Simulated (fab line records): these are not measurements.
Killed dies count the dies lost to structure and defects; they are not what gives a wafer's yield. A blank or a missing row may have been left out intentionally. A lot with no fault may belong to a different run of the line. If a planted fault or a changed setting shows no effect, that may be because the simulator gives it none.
A lot that was struck, set against a sound lot | flow sky130 | 38 out of 708 route steps
Sound: these wafers, L606.3, L606.5, L606.6. Wafers L613.1, L613.3, L613.5 were the ones struck. At the end, the cause is stated.
Each step with rows lists, per side, the tool, then ch with its chambers, then its first start. Under that, the readings that differ: sound wafers | struck wafers | difference of the means | sigmas: that difference in standard deviations of wafers without a fault.
alike: same words and numbers on both sides, and readings whose means sit less than 2 such deviations apart. not compared: any withheld reading, any reading some wafer has no value for, any bound like >300 that may hide the same value, and any number with overlapping values for which the record gives no deviation.
Wherever a step has rows on one side only, a row that says differs or no value, or a row with sigmas, the two part there. Non-overlapping numbers with no deviation appear without sigmas and do not part them. Lack of a reading on every wafer of one side parts them only where that side has two or more wafers.

first, 9 steps without rows for these wafers: SKY_VIA2_SPUTTER_20 (material TiN, target thk 20 nm, time 80 s); SKY_VIA2_CVD_21 (deposits W, target thk 420 nm, time 126.4 s); SKY_VIA2_CMP_24 (polishes, stops on SiO2, t overpolish 20 s, target thk 0 nm); SKY_METAL3_SPUTTER_00 (material Ti, target thk 15 nm, time 10 s); SKY_METAL3_SPUTTER_01 (material TiN, target thk 20 nm, time 16.7 s); SKY_METAL3_SPUTTER_02 (material AlCu, target thk 735 nm, time 39.1 s); SKY_METAL3_SPUTTER_03 (material Ti, target thk 5 nm, time 3.3 s); SKY_METAL3_SPUTTER_04 (material TiN, target thk 70 nm, time 58.3 s); SKY_CAPM_CVD_00 (deposits SiO2, target thk 15.5 nm).
SKY_CAPM_SPUTTER_02: material TiN, target thk 200 nm, time 171.6 s.
  struck on pvd-sputter-04, day 40 21:13; sound on pvd-sputter-04, day 38 11:28
  reading                                  | sound                | struck               | difference | sigmas
  cathode-dc-power-W (W)                   | 6500.2 6500.8 6500.7 | 6089.8 6088.0 6086.4 | -412.5     | -99 or more
  model.TiN_of_CAPM_SPUTTER_02.thk-nm (nm) | 203.7 205.5 208.2    | 193.7 194.3 195.4    | -11.3      |
  alike: substrate-temp-c, throttle-valve-pct
SKY_CAPM_RS_MEAS_03: a four-point-probe measurement.
  struck on film-metro-04, day 40 21:20; sound on film-metro-03, day 38 11:37
  reading              | sound          | struck         | difference | sigmas
  CAPM_TIN_RS (ohm/sq) | 6.76 6.71 6.64 | 7.15 7.11 7.08 | +0.41      | +5
SKY_CAPM_THK_MEAS_04: measures by xrf.
  struck on film-metro-04, day 40 21:27; sound on film-metro-03, day 38 11:43
  reading           | sound       | struck      | difference | sigmas
  CAPM_TIN_THK (nm) | 205 207 210 | 197 198 200 | -9         | -3
then, 7 steps without rows for these wafers: SKY_CAPM_DEHYDRATE_05 (time 60 s); SKY_CAPM_HMDS_06 (prime time 60 s); SKY_CAPM_COAT_07 (resist thk 1140 nm); SKY_CAPM_SOFTBAKE_08 (time 60 s); SKY_CAPM_EXPOSE_09 (exposes mask CAPM, target cd 1000 nm); SKY_CAPM_PEB_10; SKY_CAPM_DEVELOP_11 (develop time 60 s).
SKY_CAPM_METAL_ETCH_13: etches TiN in Cl2/BCl3, stops on SiO2, target depth 220 nm, time 62.9 s.
  sound on rie-metal-01 ch 1, day 39 13:32; struck on rie-metal-01 ch 0,1, day 41 22:53
  reading               | sound             | struck            | difference | sigmas
  oes-product-au (a.u.) | 0.950 0.962 0.968 | 0.921 0.929 0.935 | -0.032     | -4
  alike: bcl3-flow-sccm, chamber-pressure-mTorr, drypump-motor-current-A, throttle-valve-pct
  not compared: rf-hours-counter-h
then, 16 steps without rows for these wafers: SKY_CAPM_STRIP_14 (strips in O2/N2); SKY_CAPM_STRIP_15 (strips in post etch residue remover, time 1200 s); SKY_CAPM_CLEAN_16 (cleans in IPA, time 180 s); SKY_CAPM_CLEAN_17 (cleans in O3/DIW); SKY_METAL3_DEHYDRATE_05 (time 60 s); SKY_METAL3_HMDS_06 (prime time 60 s); SKY_METAL3_COAT_07 (resist thk 60 nm); SKY_METAL3_COAT_08 (resist thk 1140 nm); SKY_METAL3_SOFTBAKE_09 (time 90 s); SKY_METAL3_EXPOSE_10 (exposes mask MM3, target cd 300 nm); SKY_METAL3_PEB_11; SKY_METAL3_DEVELOP_12 (develop time 60 s); SKY_METAL3_DESCUM_15 (chemistry O2, time 8 s); SKY_METAL3_ETCH_16 (etches BARC in N2/H2, stops on SiO2, time 88.2 s, target depth 60 nm); SKY_METAL3_ETCH_17 (etches SiO2 in C4F8/O2/Ar, stops on TiN, time 3.9 s, target depth 15 nm); SKY_METAL3_METAL_ETCH_18 (etches the open film in Cl2/BCl3, stops on SiO2, target depth 845 nm, time 183.1 s).
SKY_METAL3_STRIP_20: strips in post etch residue remover, time 1200 s.
  sound on wet-bench-03 ch 1, day 40 16:17; struck on wet-bench-03 ch 0, day 43 01:17
  reading                                  | sound             | struck            | difference | sigmas
  model.TiN_of_CAPM_SPUTTER_02.thk-nm (nm) | 202.9 204.6 207.4 | 192.8 193.4 194.6 | -11.4      |
-- the record jumps here: 7 days lie between the struck wafers' starts before and after (it left off in module METAL3 and takes up again in module PAD_OPEN, whose first step shown is number 708 of the route) --
SKY_PAD_OPEN_PROBE_99:
  struck on prober-01, day 49 21:52; sound on prober-02, day 47 22:01
  reading                          | sound            | struck            | difference | sigmas
  model.etest.cap-mim.plate-ohm-sq | 5.89 5.807 5.766 | 6.247 6.209 6.184 | +0.392     |
  alike: defect-limited-yield, killed_at_M0_to_M3, killed_at_M4_up, killed-at-contacts, killed-at-front-end, killed-at-other, killed-dies, killed-on-rim, killed-open, killed-short, sort_bin_3_pad_short, sort_bin_5_function, sort_bin_6_memory, sort-n-pass, sort-yield-pct

WHERE THEY PART
Last at SKY_CAPM_METAL_ETCH_13 as far as this record goes, first at SKY_CAPM_SPUTTER_02. Later steps at which nothing parts them and some readings are alike: SKY_PAD_OPEN_PROBE_99.

WHY: the cause the simulator had injected
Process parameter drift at SKY_CAPM_SPUTTER_02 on pvd-sputter-04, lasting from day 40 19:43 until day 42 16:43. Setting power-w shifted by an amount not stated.
